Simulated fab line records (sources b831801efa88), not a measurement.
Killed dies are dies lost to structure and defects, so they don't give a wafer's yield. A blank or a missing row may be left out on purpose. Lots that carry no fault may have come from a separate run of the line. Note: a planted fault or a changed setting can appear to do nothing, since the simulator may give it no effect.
Which of the tools did it?    flow gf180mcu    Sampling: 13 lots, 39 wafers, 4 of 602 route steps

## WHAT THE GAUGES READ, wafer by wafer
GF_M5_CD_MEAS_07 targets a cd of 280 nm. Usual: cd-nm reads 280.3 nm (standard deviation 1.1).
lot   measured      on         cd-nm (nm)         flag
L991  day 26 14:35  cd-sem-01  279.6 280.3 280.2  
L993  day 26 22:13  cd-sem-01  282.3 282.5 282.3  
L992  day 27 00:43  cd-sem-01  278.6 280.3 279.8  
L995  day 27 16:08  cd-sem-01  281.8 281.7 280.3  
L996  day 28 00:04  cd-sem-02  279.0 278.1 279.5  
L997  day 28 06:46  cd-sem-02  281.6 281.7 280.0  
L998  day 28 09:27  cd-sem-01  280.3 281.4 280.5  
L999  day 28 16:04  cd-sem-02  280.5 280.4 280.5  
L100  day 29 05:01  cd-sem-02  279.4 280.1 279.3  
L101  day 29 10:23  cd-sem-02  280.2 280.2 280.2  
L105  day 30 20:10  cd-sem-02  281.1 280.7 280.5  
L106  day 31 03:52  cd-sem-01  279.2 279.7 280.8  
L107  day 31 05:10  cd-sem-01  280.9 281.5 280.5  

GF_PASSIVATION_THK_MEAS_01. Usual: PASSIVATION_CVD_00_THK typically reads 999 nm, with standard deviation 15.
lot   measured      on             PASSIVATION_CVD_00_THK (nm)  flag
L991  day 28 11:10  film-metro-01  958 981 1000                 
L993  day 28 17:36  film-metro-02  986 996 1017                 
L992  day 28 19:51  film-metro-01  983 985 990                  
L995  day 29 10:50  film-metro-02  984 986 992                  
L996  day 29 18:24  film-metro-02  998 1005 1015                
L997  day 30 01:49  film-metro-04  980 994 991                  
L998  day 30 03:28  film-metro-04  999 1026 1009                
L999  day 30 09:26  film-metro-01  994 1004 1007                
L100  day 30 22:10  film-metro-04  995 975 1025                 
L101  day 31 02:32  film-metro-04  991 1001 1017                
L105  day 32 09:43  film-metro-04  1004 1006 1025               
L106  day 32 17:51  film-metro-01  997 975 1008                 
L107  day 32 19:37  film-metro-01  988 986 1011                 

## TOOL THAT RAN EACH LOT (tool first, then ch and the chambers of the sampled wafers, then the start)
lot   GF_V2_CMP_26                   GF_V5_CMP_26
L991  cmp-02 ch 0,1,2, day 20 16:38  cmp-01 ch 0,2, day 27 13:29
L993  cmp-01 ch 0,2,3, day 21 00:18  cmp-01 ch 0,1,3, day 27 21:10
L992  cmp-02 ch 0,1,2, day 21 04:04  cmp-01 ch 0,1,3, day 27 22:48
L995  cmp-01 ch 0,1, day 22 00:52    cmp-01 ch 2,3, day 28 14:14
L996  cmp-01 ch 1,3, day 22 08:58    cmp-01 ch 0,1,3, day 28 22:01
L997  cmp-01 ch 0,2,3, day 22 17:55  cmp-01 ch 0,2,3, day 29 05:17
L998  cmp-01 ch 0,2,3, day 22 19:34  cmp-02 ch 0,2, day 29 07:32
L999  cmp-02 ch 0,3, day 23 02:58    cmp-01 ch 2,3, day 29 13:53
L100  cmp-02 ch 0,2,3, day 23 17:18  cmp-01 ch 0,2,3, day 30 02:47
L101  cmp-02 ch 0,1,2, day 24 02:19  cmp-02 ch 0,1,3, day 30 07:26
L105  cmp-01 ch 0,1,2, day 25 15:17  cmp-01 ch 0,1, day 31 15:48
L106  cmp-01 ch 0,3, day 26 00:12    cmp-02 ch 0,1, day 32 00:16
L107  cmp-01 ch 1,2, day 26 02:04    cmp-02 ch 0,2, day 32 01:46
- GF_V2_CMP_26: polishes, stops on SiO2, t overpolish 15 s, target thk 0 nm.
- GF_V5_CMP_26: polishes, stops on SiO2, t overpolish 15 s, target thk 0 nm.

## WHAT THE TOOLS THEMSELVES READ (means of the sampled wafers that have a number; where no wafer has one, the mark that the record gives instead)
GF_V2_CMP_26. Usual: motor-current-A 10.8 A, standard deviation 0.63; overpolish-run-s 15.000 s, standard deviation 0.0094; platen-rpm 60.00 rpm, standard deviation 0.038; time-to-endpoint-s 84 s, standard deviation 3.5.
lot   tool    motor-current-A (A)  overpolish-run-s (s)  platen-rpm (rpm)  time-to-endpoint-s (s)  flag
L991  cmp-02  11.1                 15.006                60.00             84                      
L993  cmp-01  10.7                 14.995                60.02             78                      
L992  cmp-02  11.0                 14.999                60.02             82                      
L995  cmp-01  10.6                 15.004                59.98             87                      
L996  cmp-01  11.4                 15.008                60.00             87                      
L997  cmp-01  10.4                 15.002                60.01             85                      
L998  cmp-01  10.6                 15.010                59.99             84                      
L999  cmp-02  11.1                 14.994                59.98             84                      
L100  cmp-02  11.3                 15.008                59.98             83                      
L101  cmp-02  10.7                 15.004                60.00             82                      
L105  cmp-01  10.3                 14.998                60.01             89                      
L106  cmp-01  10.6                 15.001                60.00             79                      
L107  cmp-01  10.3                 15.001                60.02             87                      

GF_V5_CMP_26. Usual: motor-current-A 10.8 A, standard deviation 0.72; overpolish-run-s 14.999 s, standard deviation 0.0086; platen-rpm 60.00 rpm, standard deviation 0.053; time-to-endpoint-s 85 s, standard deviation 4.3.
lot   tool    motor-current-A (A)  overpolish-run-s (s)  platen-rpm (rpm)  time-to-endpoint-s (s)  flag
L991  cmp-01  10.3                 14.994                59.94             86                      
L993  cmp-01  11.0                 15.003                60.00             90                      
L992  cmp-01  11.0                 15.000                59.92             85                      
L995  cmp-01  10.8                 15.005                59.95             85                      
L996  cmp-01  11.4                 15.001                59.98             89                      
L997  cmp-01  10.6                 14.991                59.97             88                      
L998  cmp-02  11.0                 15.000                60.08             89                      
L999  cmp-01  11.1                 14.999                60.04             82                      
L100  cmp-01  10.3                 14.994                60.00             86                      
L101  cmp-02  11.0                 14.991                59.97             83                      
L105  cmp-01  11.3                 15.004                60.01             94                      
L106  cmp-02  11.0                 15.007                60.02             80                      
L107  cmp-02  11.1                 14.999                60.02             81                      

## THE ANSWER, worked out from the rows above alone
Rule: a lot counts as off when the mean over its wafers that have a number is more than 3 standard deviations away from the usual mean. A lot without any number at a reading at which 4 lots or more have one is off too. Where the step has rows for the other lots, those lots are counted as sound. After the gauges, taken in route order, come the tools' own readings; for these a lot's mean is taken, as printed above. The first step at which some lot is off is used, and at that step the reading that is off furthest; a lot without a number counts as furthest.
Across all readings shown, no lot is off: no conclusion can be drawn from this.

## WHAT THE SIMULATOR HAD PUT IN
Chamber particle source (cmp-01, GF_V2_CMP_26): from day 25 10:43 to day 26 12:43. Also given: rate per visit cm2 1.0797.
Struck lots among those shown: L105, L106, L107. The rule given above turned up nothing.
